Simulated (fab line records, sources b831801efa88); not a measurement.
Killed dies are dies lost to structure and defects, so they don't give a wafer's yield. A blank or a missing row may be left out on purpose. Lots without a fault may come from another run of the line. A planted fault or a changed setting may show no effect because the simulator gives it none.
fab line records | flow sky130
record lots=5 wafers=15 last_day=49
route steps=708 shown METAL3@532 CAPM@537
lots that met no fault: from a run of the same line without faults
start_h: hours from the record's first day to the start of the lot's first wafer shown | wait_h: hours since the lot's step before | " the same as in the row above | L1.1+2: a row that stands for several wafers | - no value, or no start given | * or withheld: withheld | < > ~ a bound
route shown NAME@n: a module of which the file shows steps, and the number in the route of the first | usual: mean/standard deviation of fault-free wafers | same: alike in all rows | chamber/n: place in a boat | sites: the reading at each site | _std_site: their standard deviation | _edge_site: outer sites' mean less inner sites' | radius_mm: how far each site lies from the wafer's centre | mask NAME#n: copy n | behind: the tool/chamber that last shaped the wafer | hold: why the lot was held/for how many hours/how that ended | device: the transistor (n, p or np) that didn't switch | end of line: the same wafers' tests at the end of the route | a step without rows: its recipe alone | killed: dies lost to structure and defects at the first sort, not the wafer's yield | map: a wafer's dies, x killed, . not, _ none there
set.NAME: the setting as run; set.NAME@STEP: as run at that earlier step | model.NAME: the simulator's own value behind a step, which no gauge read
lots at some steps of the route; a table a step, a row a wafer
services: from which hour (start_h, from the record's first day; less than 0 if before it) a tool's chamber was out of use, for how many hours, and why
## steps
# step SKY_METAL3_SPUTTER_00
# recipe material=Ti target_thk_nm=15 power_w=3000 time_s=10 chamber_pressure_pa=0.4
# usual throttle_valve_pct=29.8/1.2
# columns lot.wafer tool chamber start_h wait_h throttle_valve_pct
L074.2 pvd_sputter-04 - 837.21 0.1 30.3
L074.4 " - " " 30.2
L074.6 " - " " 30.9
L083.1 pvd_sputter-03 - 914.89 0.2 30.3
L083.4 " - " " 28.5
L083.6 " - " " 27.8
L085.1 pvd_sputter-01 - 927.99 0.1 29.2
L085.5 " - " " 29.3
L085.6 " - " " 29.4
L086.1 pvd_sputter-04 - 934.86 0.1 31.3
L086.2 " - " " 30.1
L086.5 " - " " 30.4
L094.2 pvd_sputter-03 - 992.70 0.1 30.9
L094.4 " - " " 27.8
L094.6 " - " " 30.6
# step SKY_METAL3_SPUTTER_01
# recipe material=TiN target_thk_nm=20 power_w=6500 time_s=16.7 chamber_pressure_pa=0.4
# usual throttle_valve_pct=29.8/1.2
# columns lot.wafer tool chamber start_h wait_h throttle_valve_pct
L074.2 pvd_sputter-04 - 837.23 0.0 30.1
L074.4 " - " " 29.8
L074.6 " - " " 31.2
L083.1 pvd_sputter-03 - 914.92 0.0 30.3
L083.4 " - " " 28.8
L083.6 " - " " 27.8
L085.1 pvd_sputter-01 - 928.02 0.0 29.5
L085.5 " - " " 29.9
L085.6 " - " " 29.7
L086.1 pvd_sputter-04 - 934.88 0.0 31.4
L086.2 " - " " 29.7
L086.5 " - " " 30.3
L094.2 pvd_sputter-03 - 992.72 0.0 30.5
L094.4 " - " " 27.8
L094.6 " - " " 30.5
# step SKY_METAL3_SPUTTER_02
# recipe material=AlCu target_thk_nm=735 power_w=10600 time_s=39.1 chamber_pressure_pa=0.4
# usual throttle_valve_pct=29.8/1.2
# columns lot.wafer tool chamber start_h wait_h throttle_valve_pct
L074.2 pvd_sputter-04 - 837.26 0.0 30.6
L074.4 " - " " 29.8
L074.6 " - " " 31.5
L083.1 pvd_sputter-03 - 914.94 0.0 30.3
L083.4 " - " " 28.6
L083.6 " - " " 27.9
L085.1 pvd_sputter-01 - 928.04 0.0 29.8
L085.5 " - " " 29.7
L085.6 " - " " 29.6
L086.1 pvd_sputter-04 - 934.91 0.0 31.4
L086.2 " - " " 29.9
L086.5 " - " " 30.6
L094.2 pvd_sputter-03 - 992.75 0.0 30.7
L094.4 " - " " 27.7
L094.6 " - " " 30.7
# step SKY_METAL3_SPUTTER_03
# recipe material=Ti target_thk_nm=5 power_w=3000 time_s=3.3 chamber_pressure_pa=0.4
# usual throttle_valve_pct=29.8/1.1
# columns lot.wafer tool chamber start_h wait_h throttle_valve_pct
L074.2 pvd_sputter-04 - 837.29 0.0 30.4
L074.4 " - " " 29.9
L074.6 " - " " 31.1
L083.1 pvd_sputter-03 - 914.98 0.0 30.4
L083.4 " - " " 28.5
L083.6 " - " " 27.9
L085.1 pvd_sputter-01 - 928.08 0.0 29.7
L085.5 " - " " 29.7
L085.6 " - " " 29.6
L086.1 pvd_sputter-04 - 934.94 0.0 31.5
L086.2 " - " " 30.0
L086.5 " - " " 30.2
L094.2 pvd_sputter-03 - 992.79 0.0 30.7
L094.4 " - " " 28.0
L094.6 " - " " 30.5
# step SKY_METAL3_SPUTTER_04
# recipe material=TiN target_thk_nm=70 power_w=6500 time_s=58.3 chamber_pressure_pa=0.4
# usual throttle_valve_pct=29.8/1.2
# columns lot.wafer tool chamber start_h wait_h throttle_valve_pct
L074.2 pvd_sputter-04 - 837.31 0.0 30.9
L074.4 " - " " 29.9
L074.6 " - " " 31.2
L083.1 pvd_sputter-03 - 915.00 0.0 30.2
L083.4 " - " " 28.7
L083.6 " - " " 28.0
L085.1 pvd_sputter-01 - 928.10 0.0 29.6
L085.5 " - " " 29.6
L085.6 " - " " 29.4
L086.1 pvd_sputter-04 - 934.96 0.0 31.1
L086.2 " - " " 29.8
L086.5 " - " " 30.6
L094.2 pvd_sputter-03 - 992.80 0.0 30.8
L094.4 " - " " 28.0
L094.6 " - " " 30.4
# step SKY_CAPM_CVD_00
# recipe material=SiO2 target_thk_nm=15.5 temp_c=400 time_s=withheld rf_w=450
# usual heater_power_w=646/83
# columns lot.wafer tool chamber start_h wait_h heater_power_w
L074.2 pecvd-02 1 837.36 0.0 604
L074.4 " 0 " " 493
L074.6 " 2 " " 708
L083.1 pecvd-02 0 915.05 0.0 584
L083.4 " 2 " " 743
L083.6 " 0 " " 586
L085.1 pecvd-04 1 928.15 0.0 571
L085.5 " 2 " " 693
L085.6 " 1 " " 580
L086.1 pecvd-03 2 935.01 0.0 823
L086.2 " 0 " " 733
L086.5 " 2 " " 841
L094.2 pecvd-04 0 992.85 0.0 633
L094.4 " 2 " " 623
L094.6 " 1 " " 535
# step SKY_CAPM_THK_MEAS_01
# recipe reads=SiO2_of_CAPM_CVD_00
# usual CAPM_CVD_00_THK=15.56/0.19
# columns lot.wafer tool chamber start_h wait_h CAPM_CVD_00_THK[nm]
L074.2 film_metro-01 - 837.39 - 15.09
L074.4 " - " " 15.59
L074.6 " - " " 15.70
L083.1 film_metro-01 - 915.07 - 15.36
L083.4 " - " " 15.72
L083.6 " - " " 15.78
L085.1 film_metro-03 - 928.17 - 15.40
L085.5 " - " " 15.23
L085.6 " - " " 15.48
L086.1 film_metro-04 - 935.03 - 15.63
L086.2 " - " " 15.61
L086.5 " - " " 15.66
L094.2 film_metro-04 - 992.89 - 15.43
L094.4 " - " " 15.68
L094.6 " - " " 15.83
# step SKY_CAPM_SPUTTER_02
# recipe material=TiN target_thk_nm=200 temp_c=300 power_w=6500 time_s=166.7 chamber_pressure_pa=0.4
# usual throttle_valve_pct=29.7/1
# columns lot.wafer tool chamber start_h wait_h throttle_valve_pct
L074.2 pvd_sputter-02 - 837.44 0.0 29.9
L074.4 " - " " 30.5
L074.6 " - " " 28.9
L083.1 pvd_sputter-03 - 915.13 0.1 30.5
L083.4 " - " " 30.4
L083.6 " - " " 27.8
L085.1 pvd_sputter-02 - 928.23 0.1 29.0
L085.5 " - " " 31.3
L085.6 " - " " 29.7
L086.1 pvd_sputter-03 - 935.09 0.1 30.7
L086.2 " - " " 30.4
L086.5 " - " " 30.2
L094.2 pvd_sputter-01 - 992.94 0.0 30.3
L094.4 " - " " 29.5
L094.6 " - " " 30.5
# step SKY_CAPM_RS_MEAS_03
# recipe thk_meas_gauge=four-point-probe reads=TiN_of_CAPM_SPUTTER_02
# usual CAPM_TIN_RS=6.94/0.065
# columns lot.wafer tool chamber start_h wait_h CAPM_TIN_RS[ohm/sq]
L074.2 film_metro-03 - 837.57 0.1 6.82
L074.4 " - " " 6.91
L074.6 " - " " 6.86
L083.1 film_metro-03 - 915.24 0.1 6.93
L083.4 " - " " 6.92
L083.6 " - " " 7.01
L085.1 film_metro-04 - 928.34 0.1 7.06
L085.5 " - " " 7.11
L085.6 " - " " 7.05
L086.1 film_metro-03 - 935.20 0.1 6.95
L086.2 " - " " 7.01
L086.5 " - " " 6.94
L094.2 film_metro-01 - 993.06 0.1 6.97
L094.4 " - " " 6.98
L094.6 " - " " 6.98
# step SKY_CAPM_THK_MEAS_04
# recipe thk_meas_gauge=xrf reads=TiN_of_CAPM_SPUTTER_02
# usual CAPM_TIN_THK=197.6/1.9
# columns lot.wafer tool chamber start_h wait_h CAPM_TIN_THK[nm]
L074.2 film_metro-03 - 837.68 0.1 200.9
L074.4 " - " " 196.8
L074.6 " - " " 199.9
L083.1 film_metro-03 - 915.36 0.1 195.8
L083.4 " - " " 196.7
L083.6 " - " " 194.4
L085.1 film_metro-04 - 928.46 0.1 196.5
L085.5 " - " " 195.2
L085.6 " - " " 195.6
L086.1 film_metro-03 - 935.32 0.1 195.9
L086.2 " - " " 195.4
L086.5 " - " " 197.4
L094.2 film_metro-01 - 993.17 0.1 196.6
L094.4 " - " " 196.6
L094.6 " - " " 196.9
# step SKY_CAPM_DEHYDRATE_05
# recipe temp_c=200 time_s=60
# columns lot.wafer tool chamber start_h wait_h
L074.2+4+6 litho_track-04 0 849.37 11.7
L083.1+4+6 litho_track-02 0 927.32 12.0
L085.1+5+6 litho_track-04 0 939.59 11.1
L086.1+2+5 litho_track-02 0 946.67 11.3
L094.2+4+6 litho_track-01 0 1004.13 10.9
# step SKY_CAPM_HMDS_06
# recipe prime_time_s=60 prime_temp_c=120
# columns lot.wafer tool chamber start_h wait_h
L074.2+4+6 litho_track-04 0 849.52 0.1
L083.1+4+6 litho_track-02 0 927.47 0.1
L085.1+5+6 litho_track-04 0 939.74 0.1
L086.1+2+5 litho_track-02 0 946.82 0.1
L094.2+4+6 litho_track-01 0 1004.28 0.1
# step SKY_CAPM_COAT_07
# recipe resist=NOVOLAK spin_rpm=3000 resist_thk_nm=1140
# usual dispense_pressure_kPa=48/3.3
# columns lot.wafer tool chamber start_h wait_h dispense_pressure_kPa
L074.2 litho_track-04 0 849.67 0.1 45
L074.4 " 0 " " 45
L074.6 " 0 " " 45
L083.1 litho_track-02 0 927.62 0.1 52
L083.4 " 0 " " 52
L083.6 " 0 " " 52
L085.1 litho_track-04 0 939.89 0.1 45
L085.5 " 0 " " 45
L085.6 " 0 " " 45
L086.1 litho_track-02 0 946.97 0.1 52
L086.2 " 0 " " 52
L086.5 " 0 " " 52
L094.2 litho_track-01 0 1004.43 0.1 50
L094.4 " 0 " " 50
L094.6 " 0 " " 50
# step SKY_CAPM_SOFTBAKE_08
# recipe temp_c=90 time_s=60 resist=NOVOLAK
# columns lot.wafer tool chamber start_h wait_h
L074.2+4+6 litho_track-04 0 849.82 0.1
L083.1+4+6 litho_track-02 0 927.77 0.1
L085.1+5+6 litho_track-04 0 940.04 0.1
L086.1+2+5 litho_track-02 0 947.12 0.1
L094.2+4+6 litho_track-01 0 1004.58 0.1
# step SKY_CAPM_EXPOSE_09
# recipe mask_id=CAPM na=0.6 source_shape=conventional sigma_outer=0.6 polarization=unpolarized target_cd_nm=1000 dose_mj=159
# usual reticle_temp_C=23.00/0.11 stage_vel_mm_s=500.06/0.24
# columns lot.wafer tool chamber start_h wait_h mask reticle_temp_C stage_vel_mm_s
L074.2 iline_stepper-01 0 - - CAPM#0 22.98 499.86
L074.4 " 0 " " CAPM#0 22.99 500.10
L074.6 " 0 " " CAPM#0 23.05 499.93
L083.1 iline_stepper-02 0 - - CAPM#0 22.97 499.51
L083.4 " 0 " " CAPM#0 22.98 499.59
L083.6 " 0 " " CAPM#0 23.08 499.80
L085.1 iline_stepper-01 0 - - CAPM#0 22.92 500.63
L085.5 " 0 " " CAPM#0 23.14 500.11
L085.6 " 0 " " CAPM#0 22.89 500.20
L086.1 iline_stepper-01 0 - - CAPM#0 22.85 500.23
L086.2 " 0 " " CAPM#0 22.84 500.00
L086.5 " 0 " " CAPM#0 23.07 499.80
L094.2 iline_stepper-01 0 - - CAPM#0 23.03 500.29
L094.4 " 0 " " CAPM#0 22.96 500.38
L094.6 " 0 " " CAPM#0 22.93 500.18
# step SKY_CAPM_PEB_10
# recipe temp_c=withheld time_s=* resist=NOVOLAK
# columns lot.wafer tool chamber start_h wait_h
L074.2+4+6 litho_track-02 0 - -
L083.1+4+6 litho_track-01 0 - -
L085.1+5+6 litho_track-04 0 - -
L086.1+2+5 litho_track-02 0 - -
L094.2+4+6 litho_track-02 0 - -
# step SKY_CAPM_DEVELOP_11
# recipe resist=NOVOLAK developer=TMAH develop_time_s=60 dev_temp_c=23
# columns lot.wafer tool chamber start_h wait_h
L074.2+4+6 litho_track-02 0 862.70 0.1
L083.1+4+6 litho_track-01 0 939.60 0.1
L085.1+5+6 litho_track-04 0 952.85 0.1
L086.1+2+5 litho_track-02 0 959.42 0.1
L094.2+4+6 litho_track-02 0 1015.40 0.1
# step SKY_CAPM_OVL_MEAS_12
# usual CAPM_OVL=-1.7/1.2
# columns lot.wafer tool chamber start_h wait_h CAPM_OVL[nm]
L074.2 overlay-02 - 862.83 0.1 -1.0
L074.4 " - " " -1.7
L074.6 " - " " -1.3
L083.1 overlay-01 - 939.75 0.1 -0.6
L083.4 " - " " -2.1
L083.6 " - " " -0.8
L085.1 overlay-01 - 953.00 0.1 -1.2
L085.5 " - " " 0.3
L085.6 " - " " -1.6
L086.1 overlay-01 - 959.57 0.1 -1.9
L086.2 " - " " -2.8
L086.5 " - " " -1.8
L094.2 overlay-01 - 1015.53 0.1 -1.6
L094.4 " - " " -2.4
L094.6 " - " " -1.9
# step SKY_CAPM_METAL_ETCH_13
# recipe target_depth_nm=220 stop_on=SiO2 chemistry=Cl2/BCl3 target=TiN pressure_mtorr=10 icp_w=900 bias_w=48.5 Cl2_flow_sccm=60 bcl3_flow_sccm=30 time_s=62.9
# usual drypump_motor_current_A=5.7/0.45 oes_product_au=0.940/0.0061 throttle_valve_pct=21.903/0.0097
# columns lot.wafer tool chamber start_h wait_h drypump_motor_current_A oes_product_au rf_hours_counter_h throttle_valve_pct
L074.2 rie_metal-02 0 862.86 0.0 5.7 0.950 9 21.893
L074.4 " 0 " " 5.7 0.942 - 21.906
L074.6 " 0 " " 5.7 0.941 - 21.895
L083.1 rie_metal-02 0 939.79 0.0 5.7 0.937 13 21.903
L083.4 " 1 " " 5.7 0.944 - 21.908
L083.6 " 1 " " 5.7 0.934 - 21.911
L085.1 rie_metal-02 1 953.03 0.0 5.7 0.932 7 21.925
L085.5 " 0 " " 5.7 0.926 - 21.903
L085.6 " 1 " " 5.7 0.932 - 21.905
L086.1 rie_metal-03 1 959.61 0.0 6.6 0.936 14 21.900
L086.2 " 0 " " 5.7 0.934 4 21.907
L086.5 " 1 " " 6.6 0.946 - 21.916
L094.2 rie_metal-01 1 1015.56 0.0 4.9 0.939 14 21.903
L094.4 " 1 " " 5.0 0.941 - 21.910
L094.6 " 0 " " 5.7 0.940 - 21.895
# step SKY_CAPM_STRIP_14
# recipe chemistry=O2/N2 power_w=1400 pressure_mtorr=1500 platen_temp_c=withheld o2_flow_sccm=3000 n2_flow_sccm=300 overash_fraction=0.5
# usual drypump_motor_current_A=5.8/0.48 n2_flow_sccm=300.1/0.87 oes_product_au=0.711/0.0044 strip_time_to_endpoint_s=12.65/0.037
# columns lot.wafer tool chamber start_h wait_h drypump_motor_current_A n2_flow_sccm oes_product_au rf_hours_counter_h strip_time_to_endpoint_s
L074.2 plasma_asher-03 1 862.94 0.1 5.8 301.0 0.707 12 12.70
L074.4 " 0 " " 5.7 299.4 0.712 - 12.67
L074.6 " 1 " " 5.8 301.4 0.708 - 12.69
L083.1 plasma_asher-03 1 939.86 0.1 5.8 299.1 0.710 20 12.67
L083.4 " 0 " " 5.6 301.8 0.715 - 12.68
L083.6 " 0 " " 5.6 300.6 0.715 - 12.71
L085.1 plasma_asher-03 1 953.11 0.1 5.8 300.1 0.705 21 12.62
L085.5 " 1 " " 5.8 299.6 0.715 - 12.67
L085.6 " 0 " " 5.6 300.4 0.718 - 12.65
L086.1 plasma_asher-04 1 959.69 0.1 5.5 299.4 0.713 114 12.56
L086.2 " 0 " " 6.4 300.5 0.706 114 12.65
L086.5 " 0 " " 6.4 301.0 0.716 - 12.67
L094.2 plasma_asher-03 0 1015.64 0.1 5.6 301.6 0.716 27 12.71
L094.4 " 0 " " 5.6 299.6 0.706 - 12.68
L094.6 " 0 " " 5.6 299.9 0.708 - 12.70
# step SKY_CAPM_STRIP_15
# recipe chemistry=post_etch_residue_remover time_s=1200 temp_c=72.5
# columns lot.wafer tool chamber start_h wait_h
L074.2+4+6 wet_bench-04 2 863.04 0.1
L083.1+4+6 wet_bench-01 2 939.96 0.1
L085.1+5+6 wet_bench-03 3 953.21 0.1
L086.1+2+5 wet_bench-03 1 959.79 0.1
L094.2+4+6 wet_bench-03 3 1015.74 0.1
# step SKY_CAPM_CLEAN_16
# recipe chemistry=IPA time_s=180 temp_c=25
# columns lot.wafer tool chamber start_h wait_h
L074.2+4+6 wet_bench-03 2 863.38 0.0
L083.1+4+6 wet_bench-03 2 940.31 0.0
L085.1+5+6 wet_bench-04 2 953.55 0.0
L086.1+2+5 wet_bench-04 0 960.13 0.0
L094.2+4+6 wet_bench-03 3 1016.08 0.0
# step SKY_CAPM_CLEAN_17
# recipe chemistry=O3/DIW dry=n2_spin
# columns lot.wafer tool chamber start_h wait_h
L074.2+4+6 wet_bench-01 0 863.44 0.0
L083.1+4+6 wet_bench-01 1 940.37 0.0
L085.1+5+6 wet_bench-01 2 953.61 0.0
L086.1+2+5 wet_bench-01 3 960.19 0.0
L094.2+4+6 wet_bench-03 2 1016.14 0.0
# step SKY_METAL3_DEHYDRATE_05
# recipe temp_c=200 time_s=60
# columns lot.wafer tool chamber start_h wait_h
L074.2+4+6 litho_track-02 0 876.05 12.5
L083.1+4+6 litho_track-02 0 952.82 12.4
L085.1+5+6 litho_track-04 0 964.90 11.2
L086.1+2+5 litho_track-02 0 971.62 11.3
L094.2+4+6 litho_track-04 0 1026.72 10.5
# step SKY_METAL3_HMDS_06
# recipe prime_time_s=60 prime_temp_c=120
# columns lot.wafer tool chamber start_h wait_h
L074.2+4+6 litho_track-02 0 876.20 0.1
L083.1+4+6 litho_track-02 0 952.97 0.1
L085.1+5+6 litho_track-04 0 965.05 0.1
L086.1+2+5 litho_track-02 0 971.77 0.1
L094.2+4+6 litho_track-04 0 1026.87 0.1
# step SKY_METAL3_COAT_07
# recipe resist=BARC temp_c=withheld time_s=withheld spin_rpm=3000 resist_thk_nm=60
# usual dispense_pressure_kPa=51/3.9
# columns lot.wafer tool chamber start_h wait_h dispense_pressure_kPa
L074.2 litho_track-02 0 876.35 0.1 52
L074.4 " 0 " " 52
L074.6 " 0 " " 52
L083.1 litho_track-02 0 953.12 0.1 52
L083.4 " 0 " " 52
L083.6 " 0 " " 52
L085.1 litho_track-04 0 965.20 0.1 45
L085.5 " 0 " " 45
L085.6 " 0 " " 45
L086.1 litho_track-02 0 971.92 0.1 52
L086.2 " 0 " " 52
L086.5 " 0 " " 52
L094.2 litho_track-04 0 1027.02 0.1 45
L094.4 " 0 " " 45
L094.6 " 0 " " 45
# step SKY_METAL3_COAT_08
# recipe resist=KrF-thick spin_rpm=3000 resist_thk_nm=1140
# usual dispense_pressure_kPa=51/3.9
# columns lot.wafer tool chamber start_h wait_h dispense_pressure_kPa
L074.2 litho_track-02 0 - - 52
L074.4 " 0 " " 52
L074.6 " 0 " " 52
L083.1 litho_track-02 0 - - 52
L083.4 " 0 " " 52
L083.6 " 0 " " 52
L085.1 litho_track-04 0 - - 45
L085.5 " 0 " " 45
L085.6 " 0 " " 45
L086.1 litho_track-02 0 - - 52
L086.2 " 0 " " 52
L086.5 " 0 " " 52
L094.2 litho_track-04 0 - - 45
L094.4 " 0 " " 45
L094.6 " 0 " " 45
# step SKY_METAL3_SOFTBAKE_09
# recipe temp_c=100 time_s=90 resist=KrF-thick
# columns lot.wafer tool chamber start_h wait_h
L074.2+4+6 litho_track-02 0 - -
L083.1+4+6 litho_track-02 0 - -
L085.1+5+6 litho_track-04 0 - -
L086.1+2+5 litho_track-02 0 - -
L094.2+4+6 litho_track-04 0 - -
# step SKY_METAL3_EXPOSE_10
# recipe mask_id=MM3 na=0.68 source_shape=annular sigma_inner=0.4 sigma_outer=0.8 target_cd_nm=300 dose_mj=28
# usual reticle_temp_C=22.99/0.11 stage_vel_mm_s=499.99/0.25
# same sigma_inner=0.4
# columns lot.wafer tool chamber start_h wait_h mask reticle_temp_C stage_vel_mm_s
L074.2 krf_scanner-02 0 - - MM3#0 22.83 500.03
L074.4 " 0 " " MM3#0 22.91 500.23
L074.6 " 0 " " MM3#0 23.02 500.25
L083.1 krf_scanner-01 0 - - MM3#0 23.03 499.93
L083.4 " 0 " " MM3#0 23.03 499.71
L083.6 " 0 " " MM3#0 23.13 499.75
L085.1 krf_scanner-02 0 - - MM3#0 23.17 500.05
L085.5 " 0 " " MM3#0 23.02 500.26
L085.6 " 0 " " MM3#0 23.10 499.98
L086.1 krf_scanner-02 0 - - MM3#0 22.96 499.88
L086.2 " 0 " " MM3#0 22.85 500.07
L086.5 " 0 " " MM3#0 22.88 500.17
L094.2 krf_scanner-01 0 - - MM3#0 22.86 499.92
L094.4 " 0 " " MM3#0 22.71 500.12
L094.6 " 0 " " MM3#0 22.84 499.92
# step SKY_METAL3_PEB_11
# recipe peb_temp_c=withheld peb_time_s=withheld resist=KrF-thick
# columns lot.wafer tool chamber start_h wait_h
L074.2+4+6 litho_track-03 0 - -
L083.1+4+6 litho_track-03 0 - -
L085.1+5+6 litho_track-03 0 - -
L086.1+2+5 litho_track-02 0 - -
L094.2+4+6 litho_track-02 0 - -
# step SKY_METAL3_DEVELOP_12
# recipe develop_time_s=60 resist=KrF-thick dev_temp_c=21
# columns lot.wafer tool chamber start_h wait_h
L074.2+4+6 litho_track-03 0 - -
L083.1+4+6 litho_track-03 0 - -
L085.1+5+6 litho_track-03 0 - -
L086.1+2+5 litho_track-02 0 - -
L094.2+4+6 litho_track-02 0 - -
# step SKY_METAL3_CD_MEAS_13
# recipe target_cd_nm=300
# usual cd_nm=299.4/1.5
# columns lot.wafer tool chamber start_h wait_h cd_nm
L074.2 cd_sem-02 - 890.25 - 298.4
L074.4 " - " " 299.0
L074.6 " - " " 298.9
L083.1 cd_sem-01 - 965.58 - 301.0
L083.4 " - " " 301.6
L083.6 " - " " 300.2
L085.1 cd_sem-01 - 977.82 - 302.0
L085.5 " - " " 301.6
L085.6 " - " " 302.0
L086.1 cd_sem-01 - 984.34 - 299.0
L086.2 " - " " 298.9
L086.5 " - " " 299.7
L094.2 cd_sem-02 - 1038.55 - 298.7
L094.4 " - " " 299.0
L094.6 " - " " 300.2
# step SKY_METAL3_OVL_MEAS_14
# usual METAL3_OVL=5/4.7
# columns lot.wafer tool chamber start_h wait_h METAL3_OVL[nm]
L074.2 overlay-01 - 890.36 0.1 -4
L074.4 " - " " 5
L074.6 " - " " 0
L083.1 overlay-02 - 965.70 0.1 3
L083.4 " - " " 3
L083.6 " - " " 6
L085.1 overlay-01 - 977.94 0.1 5
L085.5 " - " " 0
L085.6 " - " " 1
L086.1 overlay-02 - 984.46 0.1 14
L086.2 " - " " 12
L086.5 " - " " 13
L094.2 overlay-01 - 1038.65 0.1 -1
L094.4 " - " " -1
L094.6 " - " " 4
# step SKY_METAL3_DESCUM_15
# recipe chemistry=O2 source_power_w=150 bias_power_w=0 pressure_mtorr=10 temp_c=40 time_s=8
# usual drypump_motor_current_A=5.7/0.45 oes_product_au=0.999/0.0056
# columns lot.wafer tool chamber start_h wait_h drypump_motor_current_A oes_product_au rf_hours_counter_h
L074.2 rie_metal-04 1 890.39 0.0 5.8 0.995 18
L074.4 " 1 " " 5.8 0.988 -
L074.6 " 1 " " 5.9 1.006 -
L083.1 rie_metal-01 1 965.74 0.0 4.9 0.993 12
L083.4 " 0 " " 5.7 0.993 -
L083.6 " 1 " " 4.9 0.999 -
L085.1 rie_metal-04 0 977.98 0.0 5.7 0.995 13
L085.5 " 0 " " 5.7 0.997 -
L085.6 " 1 " " 5.9 0.996 -
L086.1 rie_metal-04 1 984.49 0.0 5.9 1.001 3
L086.2 " 0 " " 5.7 0.998 13
L086.5 " 1 " " 5.8 0.994 -
L094.2 rie_metal-03 1 1038.68 0.0 6.6 0.997 19
L094.4 " 1 " " 6.6 1.005 -
L094.6 " 1 " " 6.6 1.002 -
# step SKY_METAL3_ETCH_16
# recipe chemistry=N2/H2 target=BARC ion_energy_ev=200 bias_w=100 pressure_mtorr=30 n2_flow_sccm=100 h2_flow_sccm=200 icp_w=500 stop_on=SiO2 time_s=88.2 target_depth_a=600
# usual drypump_motor_current_A=5.8/0.44 n2_flow_sccm=100.01/0.3 oes_product_au=0.626/0.0043 throttle_valve_pct=13.204/0.0088
# columns lot.wafer tool chamber start_h wait_h drypump_motor_current_A n2_flow_sccm oes_product_au rf_hours_counter_h throttle_valve_pct
L074.2 rie_metal-04 1 890.42 0.0 5.9 99.48 0.622 18 13.214
L074.4 " 1 " " 5.9 99.69 0.631 - 13.212
L074.6 " 1 " " 5.9 99.61 0.620 - 13.217
L083.1 rie_metal-01 1 965.77 0.0 5.0 100.07 0.624 12 13.189
L083.4 " 0 " " 5.7 99.44 0.624 - 13.219
L083.6 " 1 " " 5.0 99.94 0.623 - 13.212
L085.1 rie_metal-04 0 978.01 0.0 5.7 99.60 0.625 13 13.208
L085.5 " 0 " " 5.7 99.49 0.633 - 13.201
L085.6 " 1 " " 5.9 100.04 0.631 - 13.206
L086.1 rie_metal-04 1 984.52 0.0 5.9 100.04 0.628 3 13.200
L086.2 " 0 " " 5.8 99.84 0.627 13 13.195
L086.5 " 1 " " 5.9 100.92 0.625 - 13.193
L094.2 rie_metal-03 1 1038.71 0.0 6.6 100.02 0.625 19 13.191
L094.4 " 1 " " 6.6 100.47 0.614 - 13.196
L094.6 " 1 " " 6.6 100.35 0.632 - 13.203
# step SKY_METAL3_ETCH_17
# recipe target=SiO2 stop_on=TiN chemistry=C4F8/O2/Ar source_w=1500 bias_w=1200 pressure_mtorr=40 c4f8_flow_sccm=withheld O2_flow_sccm=6 Ar_flow_sccm=300 time_s=3.9 target_depth_a=150
# usual oes_product_au=0.757/0.0064
# columns lot.wafer tool chamber start_h wait_h oes_product_au rf_hours_counter_h
L074.2 rie_diel-03 3 890.52 0.1 0.746 18
L074.4 " 2 " " 0.753 -
L074.6 " 0 " " 0.769 -
L083.1 rie_diel-03 2 965.87 0.1 0.753 9
L083.4 " 1 " " 0.761 -
L083.6 " 2 " " 0.766 -
L085.1 rie_diel-03 1 978.11 0.1 0.745 1
L085.5 " 1 " " 0.753 -
L085.6 " 2 " " 0.754 -
L086.1 rie_diel-03 2 984.62 0.1 0.758 10
L086.2 " 1 " " 0.752 2
L086.5 " 1 " " 0.761 -
L094.2 rie_diel-03 2 1038.81 0.1 0.757 13
L094.4 " 0 " " 0.765 -
L094.6 " 1 " " 0.760 -
# step SKY_METAL3_METAL_ETCH_18
# recipe target_depth_a=8450 stop_on=SiO2 over_etch_frac=0.3 time_s=183.1 chemistry=Cl2/BCl3 resist_sidewall_deg=88 pressure_mtorr=10 icp_w=900 bias_w=48.5 Cl2_flow_sccm=60 bcl3_flow_sccm=30
# usual drypump_motor_current_A=5.8/0.54 oes_product_au=0.865/0.0066 throttle_valve_pct=22.264/0.0093
# columns lot.wafer tool chamber start_h wait_h drypump_motor_current_A oes_product_au rf_hours_counter_h throttle_valve_pct
L074.2 rie_metal-03 0 890.54 0.0 5.7 0.865 0 22.261
L074.4 " 1 " " 6.6 0.850 - 22.258
L074.6 " 0 " " 5.7 0.861 - 22.251
L083.1 rie_metal-04 0 965.90 0.0 5.7 0.861 13 22.250
L083.4 " 0 " " 5.7 0.855 - 22.257
L083.6 " 0 " " 5.7 0.861 - 22.251
L085.1 rie_metal-01 0 978.14 0.0 5.7 0.860 17 22.260
L085.5 " 0 " " 5.7 0.869 - 22.262
L085.6 " 1 " " 4.9 0.875 - 22.259
L086.1 rie_metal-01 0 984.65 0.0 5.7 0.861 17 22.272
L086.2 " 1 " " 4.9 0.858 13 22.252
L086.5 " 1 " " 5.0 0.866 - 22.258
L094.2 rie_metal-01 0 1038.83 0.0 5.7 0.869 21 22.261
L094.4 " 1 " " 4.9 0.869 - 22.266
L094.6 " 1 " " 4.9 0.861 - 22.264
## services
# columns tool chamber start_h hours kind
rie_metal-02 - 823.72 2.8 pm
rie_metal-01 - 833.42 4.0 pm
plasma_asher-03 - 849.81 5.9 repair
rie_diel-03 2 849.94 5.9 repair
krf_scanner-02 - 852.56 1.6 repair
rie_diel-03 1 873.04 58.2 repair
iline_stepper-01 - 883.67 1.7 pm
krf_scanner-02 - 890.10 1.0 pm
rie_metal-01 - 902.66 15.6 pm
krf_scanner-02 - 905.11 2.2 repair
pvd_sputter-01 - 911.04 14.2 repair
rie_diel-03 0 914.45 4.4 repair
plasma_asher-03 - 916.36 0.9 repair
rie_metal-01 - 923.76 2.7 repair
wet_bench-01 - 925.63 0.8 repair
krf_scanner-02 - 926.76 1.3 pm
pvd_sputter-03 - 945.81 0.8 repair
krf_scanner-02 - 949.76 4.4 pm
rie_diel-03 3 959.79 83.3 repair
rie_metal-01 - 985.16 2.6 repair
wet_bench-03 - 992.98 4.6 repair
rie_metal-04 1 997.98 14.3 repair
rie_metal-01 1 998.53 12.9 repair
pvd_sputter-01 - 1025.90 3.3 repair
## key
fault none
